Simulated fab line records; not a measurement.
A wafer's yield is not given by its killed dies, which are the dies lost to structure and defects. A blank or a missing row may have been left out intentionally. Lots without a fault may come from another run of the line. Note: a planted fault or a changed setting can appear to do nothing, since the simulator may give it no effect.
A single fault, viewed from 2 desks -- flow gf180mcu -- only its own numbers are on each desk; what lay behind them is given at the end

METROLOGY DESK
Means of the sampled wafers that have a number, per lot and without regard to the tool the lot ran on: this is what the gauges read. Any lot whose mean is over 4 standard deviations away from the usual mean is out of limits and marked OUT; that distance is given in the brackets.
Columns: A = cd-nm at GF_V2_CD_MEAS_14, usual 260.0 nm; B = M3_ALCU_THK at GF_M3_THK_MEAS_06, usual 448 nm
lot,first seen here,A,B
L303,day 20 15:43,259.1,442
L304,day 20 23:02,259.8,450
L305,day 21 12:16,261.3,448
L306,day 21 18:53,260.5,445
L307,day 22 05:46,258.5,439
L308,day 22 11:40,260.6,445
L309,day 22 22:17,259.3,454
L310,day 23 07:20,260.8,448
L311,day 23 21:13,258.9,438
L312,day 24 06:32,257.8,449
L313,day 24 11:52,260.9,423
L316,day 25 09:04,262.0,430
L323,day 27 10:22,260.2,465
L324,day 27 17:26,260.1,462
This desk's verdict: no lot among the 14 shows anything out of limits.

TOOL OWNER'S DESK, pvd-sputter-03
The tool's own readings at GF_M3_SPUTTER_04 (material TiN, target thk 50 nm, time 41.7 s): means of the sampled wafers that have a number, for each lot that ran on this tool. Any lot whose mean is over 4 standard deviations away from the usual mean is out of limits and marked OUT; that distance is given in the brackets.
Columns: A = cathode-dc-power-W at GF_M3_SPUTTER_04, usual 6499.9 W; B = chamber-pressure-pa at GF_M3_SPUTTER_04, usual 0.3999 Pa; C = throttle-valve-pct at GF_M3_SPUTTER_04, usual 30.2 %
lot,first seen here,A,B,C
L303,day 20 17:30,6498.6,0.4006,29.0
L306,day 21 20:34,6499.4,0.3996,30.0
L307,day 22 07:28,6499.8,0.4005,30.0
L311,day 23 22:55,6499.0,0.3999,30.4
L312,day 24 08:14,6500.5,0.4009,29.5
L313,day 24 13:35,6501.9,0.3999,29.2
L316,day 25 10:47,6500.1,0.3996,29.1
This desk's verdict: no lot among the 7 shows anything out of limits.

PUT TOGETHER
From the metrology desk's view, nothing was out of limits.
Nothing out of limits was seen by the tool owner's desk.

WHAT THE SIMULATOR PUT IN
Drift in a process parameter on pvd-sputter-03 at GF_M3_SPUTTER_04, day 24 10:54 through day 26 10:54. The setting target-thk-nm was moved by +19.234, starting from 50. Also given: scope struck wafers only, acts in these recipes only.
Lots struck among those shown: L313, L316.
